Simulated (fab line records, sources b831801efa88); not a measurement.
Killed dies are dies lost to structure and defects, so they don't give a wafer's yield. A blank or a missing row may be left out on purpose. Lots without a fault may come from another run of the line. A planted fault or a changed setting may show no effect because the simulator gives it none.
Which tool did it? | flow sky130 | 14 lots, 42 wafers sampled, at 4 steps of a route of 708

WHAT THE GAUGES READ, wafer by wafer
SKY_FIELD_ISO_THK_MEAS_23.
lot  | measured    | on            | FIELD_ISO_OXIDATION_01_THK (nm)
L832 | day 2 05:16 | film_metro-03 | 10.12 10.21 10.04
L833 | day 2 15:41 | film_metro-01 | 10.10 10.31 10.50
L835 | day 3 00:14 | film_metro-04 | 10.12 10.14 10.01
L836 | day 3 03:32 | film_metro-03 | 9.73 9.65 9.60
L839 | day 3 18:47 | film_metro-03 | 10.26 10.11 10.13
L845 | day 5 04:07 | film_metro-03 | 9.85 10.28 10.00
L848 | day 5 19:07 | film_metro-04 | 9.97 10.00 10.04
L849 | day 6 00:43 | film_metro-01 | 9.99 9.86 9.87
L850 | day 6 03:24 | film_metro-01 | 10.01 9.86 10.07
L851 | day 6 09:10 | film_metro-03 | 9.98 9.89 9.87
L852 | day 6 17:20 | film_metro-03 | 10.08 9.94 10.17
L853 | day 7 01:42 | film_metro-04 | 10.35 10.32 10.29
L854 | day 7 07:08 | film_metro-04 | 10.01 9.96 9.99
L855 | day 7 07:08 | film_metro-03 | 10.16 10.41 10.04

SKY_SONOS_TUNNEL_OVL_MEAS_08.
lot  | measured     | on         | SONOS_TUNNEL_OVL (nm)
L832 | day 10 22:20 | overlay-02 | -0.1 2.5 2.4
L833 | day 11 16:09 | overlay-02 | 1.2 0.6 0.7
L835 | day 12 05:17 | overlay-01 | -0.7 -0.2 0.2
L836 | day 12 12:51 | overlay-01 | 1.9 -0.1 0.5
L839 | day 13 18:16 | overlay-01 | 1.6 0.2 -0.2
L845 | day 15 16:09 | overlay-01 | 0.8 -0.9 0.0
L848 | day 16 14:40 | overlay-02 | 1.0 0.7 -0.1
L849 | day 16 23:24 | overlay-02 | 2.4 3.7 2.9
L850 | day 17 02:07 | overlay-01 | 1.7 2.2 0.2
L851 | day 17 16:52 | overlay-01 | 1.0 -0.7 -0.1
L852 | day 18 11:51 | overlay-02 | 1.2 2.4 0.4
L853 | day 19 00:05 | overlay-02 | -0.7 0.0 -1.1
L854 | day 19 07:35 | overlay-01 | -1.8 -1.7 -0.7
L855 | day 19 04:39 | overlay-01 | -1.9 -1.0 -1.8

SKY_SONOS_TUNNEL_TW_MEAS_12.
lot  | measured     | on            | SONOS_TUNNEL_TW
L832 | day 10 22:59 | film_metro-02 | 200.0 199.2 198.8
L833 | day 11 16:38 | film_metro-03 | 197.3 197.4 197.6
L835 | day 12 05:44 | film_metro-03 | 196.6 196.6 196.1
L836 | day 12 13:18 | film_metro-03 | 196.8 196.4 196.4
L839 | day 13 18:44 | film_metro-01 | 198.5 198.9 199.5
L845 | day 15 16:36 | film_metro-02 | 198.1 198.2 198.0
L848 | day 16 15:07 | film_metro-02 | 198.2 198.4 198.8
L849 | day 16 23:59 | film_metro-02 | 197.8 198.3 198.3
L850 | day 17 02:33 | film_metro-02 | 198.4 198.0 197.1
L851 | day 17 17:19 | film_metro-01 | 198.3 197.9 198.4
L852 | day 18 12:18 | film_metro-02 | 197.9 199.3 199.4
L853 | day 19 00:35 | film_metro-03 | 195.5 196.0 195.8
L854 | day 19 08:02 | film_metro-01 | 199.6 199.1 199.9
L855 | day 19 05:07 | film_metro-03 | 195.6 195.1 196.5

WHICH TOOL RAN EACH LOT (tool, then ch and the chambers of the sampled wafers, then the start)
lot  | SKY_VT_ADJUST_HVTP_SOFTBAKE_03
L832 | litho_track-03 ch 0, day 5 11:08
L833 | litho_track-02 ch 0, day 6 00:16
L835 | litho_track-02 ch 0, day 6 10:04
L836 | litho_track-03 ch 0, day 6 17:16
L839 | litho_track-04 ch 0, day 7 13:38
L845 | litho_track-04 ch 0, day 9 00:29
L848 | litho_track-03 ch 0, day 9 19:35
L849 | litho_track-03 ch 0, day 10 01:02
L850 | litho_track-03 ch 0, day 10 02:50
L851 | litho_track-02 ch 0, day 10 15:11
L852 | litho_track-04 ch 0, day 11 06:49
L853 | litho_track-04 ch 0, day 11 16:58
L854 | litho_track-04 ch 0, day 11 21:43
L855 | litho_track-04 ch 0, day 11 20:50
- SKY_VT_ADJUST_HVTP_SOFTBAKE_03: time 60 s.

WHAT THE TOOLS THEMSELVES READ (means of the sampled wafers that have a number; where no wafer has one, the mark that the record gives instead)
SKY_VT_ADJUST_HVTP_SOFTBAKE_03.
lot  | tool           | heater_power_total_W (W) | plate_temp_C (C)
L832 | litho_track-03 | 56.62                    | 90.02
L833 | litho_track-02 | 56.61                    | 90.13
L835 | litho_track-02 | 56.56                    | 90.10
L836 | litho_track-03 | 56.61                    | 90.00
L839 | litho_track-04 | 56.58                    | 90.07
L845 | litho_track-04 | 56.62                    | 90.19
L848 | litho_track-03 | 55.16                    | 88.50
L849 | litho_track-03 | 55.18                    | 88.27
L850 | litho_track-03 | 55.11                    | 88.32
L851 | litho_track-02 | 56.57                    | 89.87
L852 | litho_track-04 | 56.56                    | 90.08
L853 | litho_track-04 | 56.62                    | 90.04
L854 | litho_track-04 | 56.57                    | 90.00
L855 | litho_track-04 | 56.56                    | 90.10

THE ANSWER, worked out from the rows above alone
Rule: what is usual is taken from the lots themselves. Put in order of their means at a reading, lots are off if they are a third of the lots or fewer, leave a main group of 4 or more, and stand apart from it by a gap of 3 or more times the standard deviation of the main group's means; of several such gaps the widest counts. A main group whose means are all the same, to the digits that the tables above print for the reading, isn't used. A lot without any number at a reading at which 4 lots or more have one is off too. The other lots that the step has rows for count as sound. The gauges are gone through in route order, then the tools' own readings, and for those a lot's mean is taken as printed above. The first step at which some lot is off is used, and at that step the reading that is off furthest; a lot without a number counts as furthest.
Off: L848, L849, L850, at SKY_VT_ADJUST_HVTP_SOFTBAKE_03 (heater_power_total_W). The main group: mean 56.59 W, standard deviation 0.025.
A tool fits if, at that step or a process step before it, it ran every lot that is off, and no sound lot after the first of them. One fits: litho_track-03 at SKY_VT_ADJUST_HVTP_SOFTBAKE_03. Its last sound lot is L836 (day 6 17:16), its first lot that is off L848 (day 9 19:35): a fault that began between those two fits.
The tool's own readings at SKY_VT_ADJUST_HVTP_SOFTBAKE_03 bear it out: on the lots that are off they differ by more than 5 times the standard deviation of the sound lots' means. heater_power_total_W reads 55.15 W there against 56.59 W on the sound lots; plate_temp_C reads 88.36 C there against 90.05 C on the sound lots.

WHAT THE SIMULATOR HAD PUT IN
Process parameter drift: litho_track-03, from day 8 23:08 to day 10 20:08, at SKY_VT_ADJUST_HVTP_SOFTBAKE_03. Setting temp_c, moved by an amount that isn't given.
Lots struck among those shown: L848, L849, L850. The rule above found the same.
